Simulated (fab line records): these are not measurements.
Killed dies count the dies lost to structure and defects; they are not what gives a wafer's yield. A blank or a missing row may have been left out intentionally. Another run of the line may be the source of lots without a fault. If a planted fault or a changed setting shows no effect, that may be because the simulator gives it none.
fab line records + flow sfq-line
[record]
- lots = 5
- wafers = 15
- last-day = 86
route steps=325 shown M3@122 I3@133
lots that met no fault: from a run of the same line without faults
start-h: hours from the record's first day to the start of the lot's first wafer shown + wait-h: hours elapsed since this lot's preceding step + " same as the row above + L1.1+2: a row that stands for several wafers + - either no value or no given start + * or withheld: withheld + < > ~ a bound
route shown NAME@n: a module of which the file shows steps, and the number in the route of the first + usual: mean and standard deviation over wafers with no fault + same: alike in all rows + chamber/n: place in a boat + sites: each site's reading + _std_site: the standard deviation of these + _edge_site: the outer-site mean with the inner-site mean subtracted + radius-mm: how far each site lies from the wafer's centre + mask NAME#n: copy n + behind: the last tool/chamber to shape the wafer + hold: what put the lot on hold/how long, in hours/how the hold closed + device: the transistor (n, p or np) that didn't switch + end of line: the same wafers' tests at the end of the route + a step with no rows: only its recipe + killed: at the first sort, the dies lost to defects and structure; wafer yield is something else + map: the dies of a wafer, with x for killed, . for not killed, _ for no die there
set.NAME: the setting as run; set.NAME@STEP: as run at that earlier step + model.NAME: the simulator's own value behind a step, which no gauge read
lots seen at some steps along the route; tables by step, rows by wafer
services: from which hour (start-h, from the record's first day; less than 0 if before it) a tool's chamber was out of use, for how many hours, and why
[[steps]]
[step SFQ_TRILAYER_M3_LITHO_COAT_080]
[recipe]
- resist = BARC
- spin-rpm = 3000
- resist-thk-nm = 62
[step SFQ_TRILAYER_M3_LITHO_COAT_075]
[recipe]
- resist = KrF
- spin-rpm = 3000
- resist-thk-nm = 600
[step SFQ_TRILAYER_M3_LITHO_SOFTBAKE_079]
[recipe]
- temp-c = withheld
- time-s = withheld
- resist = KrF
[step SFQ_TRILAYER_M3_LITHO_EXPOSE_076]
[recipe]
- mask-id = M3
- na = 0.6
- source-shape = conventional
- sigma-outer = 0.65
- target-cd-nm = 500
- dose-mj = 14.4
[step SFQ_TRILAYER_M3_LITHO_PEB_078]
[recipe]
- peb-temp-c = 115
- peb-time-s = 60
- resist = KrF
[step SFQ_TRILAYER_M3_LITHO_DEVELOP_077]
[recipe]
- time-s = 60
- resist = KrF
[step SFQ_M3_OVL_MEAS_921]
[usual]
- M3_OVL = 0/5.3
| lot.wafer | tool       | chamber | start-h | wait-h | M3_OVL[nm] |
|-----------|------------|---------|---------|--------|------------|
| L158.1    | overlay-01 | -       | 705.84  | 0.1    | 7          |
| L158.2    | "          | -       | "       | "      | 9          |
| L158.5    | "          | -       | "       | "      | 4          |
| L162.1    | overlay-01 | -       | 764.47  | 0.1    | -6         |
| L162.5    | "          | -       | "       | "      | -3         |
| L162.6    | "          | -       | "       | "      | -1         |
| L164.2    | overlay-01 | -       | 780.07  | 0.1    | -1         |
| L164.3    | "          | -       | "       | "      | -5         |
| L164.6    | "          | -       | "       | "      | 0          |
| L167.3    | overlay-02 | -       | 812.49  | 0.1    | 8          |
| L167.5    | "          | -       | "       | "      | 11         |
| L167.6    | "          | -       | "       | "      | 9          |
| L172.1    | overlay-02 | -       | 866.50  | 0.1    | -2         |
| L172.3    | "          | -       | "       | "      | -2         |
| L172.5    | "          | -       | "       | "      | -6         |
[step SFQ_TRILAYER_M3_BARC_OPEN_METAL_ETCH_100]
[recipe]
- mask-material = PR
- chemistry = O2
- target-depth-nm = 125
- target = BARC
- icp-w = 600
- bias-w = 80
- pressure-mtorr = 10
- time-s = 41.7
[usual]
- drypump-motor-current-A = 5.53/0.13
- oes-product-au = 0.685/0.0047
- rf-fwd-power-W = 594.9/2.2
| lot.wafer | tool         | chamber | start-h | wait-h | drypump-motor-current-A | oes-product-au | rf-fwd-power-W | rf-hours-counter-h |
|-----------|--------------|---------|---------|--------|-------------------------|----------------|----------------|--------------------|
| L158.1    | rie-metal-01 | 0       | 705.88  | 0.0    | 5.41                    | 0.687          | 595.5          | 25                 |
| L158.2    | "            | 1       | "       | "      | 5.55                    | 0.694          | 595.9          | 148                |
| L158.5    | "            | 0       | "       | "      | 5.46                    | 0.686          | 594.4          | -                  |
| L162.1    | rie-metal-03 | 1       | 764.50  | 0.0    | 5.79                    | 0.701          | 594.7          | 125                |
| L162.5    | "            | 1       | "       | "      | 5.77                    | 0.689          | 595.0          | -                  |
| L162.6    | "            | 0       | "       | "      | 5.13                    | 0.679          | 594.1          | -                  |
| L164.2    | rie-metal-04 | 1       | 780.10  | 0.0    | 5.57                    | 0.687          | 597.1          | 5                  |
| L164.3    | "            | 1       | "       | "      | 5.57                    | 0.687          | 598.3          | -                  |
| L164.6    | "            | 1       | "       | "      | 5.53                    | 0.696          | 599.1          | -                  |
| L167.3    | rie-metal-04 | 0       | 812.53  | 0.0    | 5.59                    | 0.682          | 594.7          | -                  |
| L167.5    | "            | 1       | "       | "      | 5.53                    | 0.687          | 596.4          | -                  |
| L167.6    | "            | 0       | "       | "      | 5.61                    | 0.688          | 594.8          | -                  |
| L172.1    | rie-metal-04 | 1       | 866.54  | 0.0    | 5.55                    | 0.689          | 595.9          | 19                 |
| L172.3    | "            | 0       | "       | "      | 5.59                    | 0.681          | 593.6          | -                  |
| L172.5    | "            | 0       | "       | "      | 5.58                    | 0.684          | 596.1          | -                  |
[step SFQ_TRILAYER_M3_ETCH_METAL_ETCH_078]
[recipe]
- target = Nb
- stop-on = SiO2
- mask-material = PR
- chemistry = Cl2/Ar
- target-depth-nm = 240
- icp-w = 600
- bias-w = 80
- pressure-mtorr = 10
- time-s = 120
[usual]
- drypump-motor-current-A = 5.53/0.13
- oes-product-au = 0.895/0.0066
- rf-fwd-power-W = 597.1/1.8
| lot.wafer | tool         | chamber | start-h | wait-h | drypump-motor-current-A | oes-product-au | rf-fwd-power-W | rf-hours-counter-h |
|-----------|--------------|---------|---------|--------|-------------------------|----------------|----------------|--------------------|
| L158.1    | rie-metal-01 | 0       | 705.96  | 0.1    | 5.40                    | 0.888          | 596.4          | 25                 |
| L158.2    | "            | 1       | "       | "      | 5.59                    | 0.902          | 599.9          | 148                |
| L158.5    | "            | 0       | "       | "      | 5.39                    | 0.889          | 595.2          | -                  |
| L162.1    | rie-metal-03 | 1       | 764.56  | 0.0    | 5.80                    | 0.899          | 595.3          | 125                |
| L162.5    | "            | 1       | "       | "      | 5.79                    | 0.901          | 599.3          | -                  |
| L162.6    | "            | 0       | "       | "      | 5.22                    | 0.897          | 599.8          | -                  |
| L164.2    | rie-metal-04 | 1       | 780.16  | 0.0    | 5.58                    | 0.908          | 601.3          | 5                  |
| L164.3    | "            | 1       | "       | "      | 5.53                    | 0.895          | 598.5          | -                  |
| L164.6    | "            | 1       | "       | "      | 5.58                    | 0.907          | 597.2          | -                  |
| L167.3    | rie-metal-04 | 0       | 812.61  | 0.1    | 5.62                    | 0.890          | 597.2          | -                  |
| L167.5    | "            | 1       | "       | "      | 5.58                    | 0.887          | 598.9          | -                  |
| L167.6    | "            | 0       | "       | "      | 5.58                    | 0.892          | 595.2          | -                  |
| L172.1    | rie-metal-04 | 1       | 866.60  | 0.0    | 5.54                    | 0.903          | 600.3          | 19                 |
| L172.3    | "            | 0       | "       | "      | 5.61                    | 0.894          | 597.9          | -                  |
| L172.5    | "            | 0       | "       | "      | 5.58                    | 0.909          | 599.8          | -                  |
[step SFQ_TRILAYER_M3_STRIP_STRIP_079]
[recipe]
- gas = O2
- power-w = 200
- platen-temp-c = 40
- overash-fraction = 0.65
- chemistry = O2
- pressure-mtorr = 50
[usual]
- drypump-motor-current-A = 5.53/0.13
- oes-product-au = 1.002/0.01
| lot.wafer | tool         | chamber | start-h | wait-h | drypump-motor-current-A | oes-product-au | rf-hours-counter-h |
|-----------|--------------|---------|---------|--------|-------------------------|----------------|--------------------|
| L158.1    | rie-metal-01 | 0       | 706.12  | 0.1    | 5.40                    | 0.992          | 25                 |
| L158.2    | "            | 1       | "       | "      | 5.53                    | 1.012          | 148                |
| L158.5    | "            | 0       | "       | "      | 5.38                    | 1.001          | -                  |
| L162.1    | rie-metal-03 | 1       | 764.69  | 0.1    | 5.82                    | 1.009          | 125                |
| L162.5    | "            | 1       | "       | "      | 5.79                    | 1.002          | -                  |
| L162.6    | "            | 0       | "       | "      | 5.16                    | 1.009          | -                  |
| L164.2    | rie-metal-04 | 1       | 780.29  | 0.1    | 5.57                    | 0.980          | 5                  |
| L164.3    | "            | 1       | "       | "      | 5.57                    | 0.986          | -                  |
| L164.6    | "            | 1       | "       | "      | 5.59                    | 0.985          | -                  |
| L167.3    | rie-metal-04 | 0       | 812.90  | 0.2    | 5.58                    | 1.006          | -                  |
| L167.5    | "            | 1       | "       | "      | 5.50                    | 0.999          | -                  |
| L167.6    | "            | 0       | "       | "      | 5.58                    | 1.004          | -                  |
| L172.1    | rie-metal-04 | 1       | 866.72  | 0.1    | 5.55                    | 0.997          | 19                 |
| L172.3    | "            | 0       | "       | "      | 5.60                    | 1.008          | -                  |
| L172.5    | "            | 0       | "       | "      | 5.55                    | 1.008          | -                  |
[step SFQ_TRILAYER_M3_STRIP_SOLV_CLEAN_080]
[recipe]
- chemistry = NMP
- temp-c = 70
- time-s = 600
[step SFQ_TRILAYER_I3_DEP_PECVD_081]
[recipe]
- material = SiO2
- temp-c = 150
- time-s = 111.11
- pressure-torr = 2.4
- rf-w = 183.3
- precursor = SiH4/N2O
- target-thk-nm = 500
[usual]
- chamber-pressure-Torr = 2.400/0.0047
- heater-power-w = 87/16
- rf-fwd-power-W = 182.2/0.58
- throttle-valve-pct = 23.9/0.99
| lot.wafer | tool     | chamber | start-h | wait-h | chamber-pressure-Torr | heater-power-w | rf-fwd-power-W | throttle-valve-pct |
|-----------|----------|---------|---------|--------|-----------------------|----------------|----------------|--------------------|
| L158.1    | pecvd-01 | 2       | 707.10  | 0.0    | 2.399                 | 83             | 181.8          | 23.0               |
| L158.2    | "        | 1       | "       | "      | 2.397                 | 77             | 181.4          | 23.7               |
| L158.5    | "        | 2       | "       | "      | 2.404                 | 83             | 181.1          | 22.7               |
| L162.1    | pecvd-01 | 2       | 765.46  | 0.0    | 2.401                 | 82             | 181.3          | 23.1               |
| L162.5    | "        | 0       | "       | "      | 2.402                 | 104            | 182.3          | 24.2               |
| L162.6    | "        | 1       | "       | "      | 2.402                 | 73             | 180.7          | 23.8               |
| L164.2    | pecvd-03 | 0       | 781.06  | 0.0    | 2.393                 | 82             | 182.4          | 22.6               |
| L164.3    | "        | 1       | "       | "      | 2.400                 | 75             | 182.7          | 23.0               |
| L164.6    | "        | 2       | "       | "      | 2.397                 | 116            | 182.0          | 25.9               |
| L167.3    | pecvd-01 | 1       | 813.51  | 0.0    | 2.399                 | 77             | 181.0          | 23.7               |
| L167.5    | "        | 1       | "       | "      | 2.401                 | 78             | 180.9          | 23.9               |
| L167.6    | "        | 0       | "       | "      | 2.403                 | 91             | 182.3          | 24.2               |
| L172.1    | pecvd-03 | 1       | 867.50  | 0.0    | 2.395                 | 68             | 182.7          | 23.5               |
| L172.3    | "        | 0       | "       | "      | 2.411                 | 70             | 182.7          | 23.1               |
| L172.5    | "        | 2       | "       | "      | 2.401                 | 109            | 181.9          | 25.8               |
[step SFQ_TRILAYER_I3_CMP_CMP_082]
[recipe]
- material = SiO2
- down-force-psi = 3
- platen-rpm = 60
- pad-velocity-m-s = 0.94248
[usual]
- head-pressure-psi = 3.001/0.0063
- motor-current-A = 10.2/0.8
- platen-rpm = 59.99/0.044
- time-to-endpoint-s = 215/8.1
| lot.wafer | tool   | chamber | start-h | wait-h | head-pressure-psi | motor-current-A | platen-rpm | time-to-endpoint-s |
|-----------|--------|---------|---------|--------|-------------------|-----------------|------------|--------------------|
| L158.2    | cmp-01 | 0       | 728.26  | 21.1   | 2.992             | 8.9             | 60.02      | 208                |
| L158.1    | "      | 1       | "       | "      | 3.004             | 10.5            | 59.96      | 212                |
| L158.5    | "      | 0       | 730.26  | 23.1   | 3.009             | 9.2             | 59.98      | 220                |
| L162.1    | cmp-02 | 1       | 797.03  | 31.5   | 3.005             | 10.0            | 60.01      | 221                |
| L162.6    | "      | 1       | 799.03  | 33.5   | 3.007             | 10.0            | 59.99      | 223                |
| L162.5    | "      | 2       | "       | "      | 2.998             | 9.1             | 59.99      | 220                |
| L164.3    | cmp-02 | 2       | 809.03  | 27.9   | 3.002             | 9.2             | 59.99      | 209                |
| L164.2    | "      | 1       | 810.53  | 29.4   | 3.853             | 11.6            | 60.00      | 165                |
| L164.6    | "      | 3       | 811.53  | 30.4   | 2.998             | 11.2            | 60.10      | 218                |
| L167.3    | cmp-01 | 3       | 833.52  | 20.0   | 2.995             | 10.7            | 60.04      | 206                |
| L167.5    | "      | 1       | 834.52  | 20.9   | 3.009             | 10.4            | 59.98      | 219                |
| L167.6    | "      | 2       | "       | "      | 2.995             | 10.5            | 60.03      | 217                |
| L172.3    | cmp-01 | 2       | 875.16  | 7.6    | 3.004             | 11.0            | 59.95      | 212                |
| L172.1    | "      | 3       | "       | "      | 3.001             | 10.6            | 60.02      | 205                |
| L172.5    | "      | 1       | 876.66  | 9.1    | 3.003             | 10.8            | 60.03      | 224                |
[step SFQ_I3_BOW_MEAS_922]
[recipe]
- mode = bow
[usual]
- I3_BOW = 1/7.2
| lot.wafer | tool          | chamber | start-h | wait-h | I3_BOW[um] |
|-----------|---------------|---------|---------|--------|------------|
| L158.1    | film-metro-02 | -       | 730.76  | 1.5    | -5         |
| L158.2    | "             | -       | "       | "      | 0          |
| L158.5    | "             | -       | "       | "      | -8         |
| L162.1    | film-metro-02 | -       | 800.03  | 2.5    | 3          |
| L162.5    | "             | -       | "       | "      | 4          |
| L162.6    | "             | -       | "       | "      | 6          |
| L164.2    | film-metro-04 | -       | 812.05  | 1.0    | 7          |
| L164.3    | "             | -       | "       | "      | -4         |
| L164.6    | "             | -       | "       | "      | 8          |
| L167.3    | film-metro-03 | -       | 835.56  | 1.5    | -3         |
| L167.5    | "             | -       | "       | "      | 2          |
| L167.6    | "             | -       | "       | "      | -1         |
| L172.1    | film-metro-04 | -       | 877.66  | 1.5    | -3         |
| L172.3    | "             | -       | "       | "      | -1         |
| L172.5    | "             | -       | "       | "      | 7          |
[[services]]
| tool         | chamber | start-h | hours | kind           |
|--------------|---------|---------|-------|----------------|
| rie-metal-04 | 1       | 696.67  | 2.3   | repair         |
| pecvd-01     | 1       | 699.21  | 6.6   | repair         |
| cmp-01       | -       | 701.49  | 0.9   | repair         |
| cmp-02       | -       | 704.36  | 4.5   | repair         |
| pecvd-01     | -       | 714.98  | 0.7   | repair         |
| cmp-02       | -       | 717.12  | 0.3   | repair         |
| rie-metal-04 | 1       | 721.36  | -     | clean          |
| rie-metal-04 | 1       | 721.36  | 20.5  | scheduled-down |
| rie-metal-04 | 1       | 721.36  | 20.5  | vent-cycle     |
| cmp-02       | -       | 738.85  | 2.9   | pm             |
| cmp-02       | -       | 748.03  | 4.0   | pm             |
| rie-metal-01 | 0       | 760.54  | 50.6  | repair         |
| cmp-01       | -       | 767.02  | 15.8  | repair         |
| pecvd-01     | 2       | 777.61  | 37.6  | repair         |
| cmp-02       | -       | 780.72  | 0.7   | repair         |
| cmp-01       | -       | 782.77  | 13.8  | pm             |
| cmp-01       | -       | 793.85  | 1.4   | repair         |
| pecvd-01     | -       | 813.63  | 1.3   | repair         |
| rie-metal-04 | 1       | 814.30  | 2.7   | repair         |
| pecvd-01     | 1       | 823.90  | 15.5  | repair         |
| pecvd-01     | -       | 837.89  | 28.1  | pm             |
| cmp-01       | -       | 846.67  | 0.3   | repair         |
| pecvd-03     | -       | 871.29  | 0.9   | repair         |
| pecvd-01     | -       | 875.20  | 3.0   | repair         |
[[key]]
[first-sign]
- step = SFQ_TRILAYER_I3_CMP_CMP_082
- reading = head-pressure-psi
- direction = up
- sigmas = 99+
- usual = 3.001
- struck = 3.853
[effect]
- step = SFQ_TRILAYER_I3_CMP_CMP_082
- reading = time-to-endpoint-s
- direction = down
- sigmas = 6.1
- usual = *
- struck = *
met-at SFQ_TRILAYER_I3_CMP_CMP_082
struck-wafers L164.2
onset-between 797.03 809.03
[fault]
- kind = process-parameter-drift
- tool = cmp-02
- chamber = 1
- onset-h = 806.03
- steps = SFQ_TRILAYER_I3_CMP_CMP_082
- channel = down-force-psi
- offset = 0.84976
- shape = step
- end-h = 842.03
- acts-in = these-recipes-only
- stated = 3
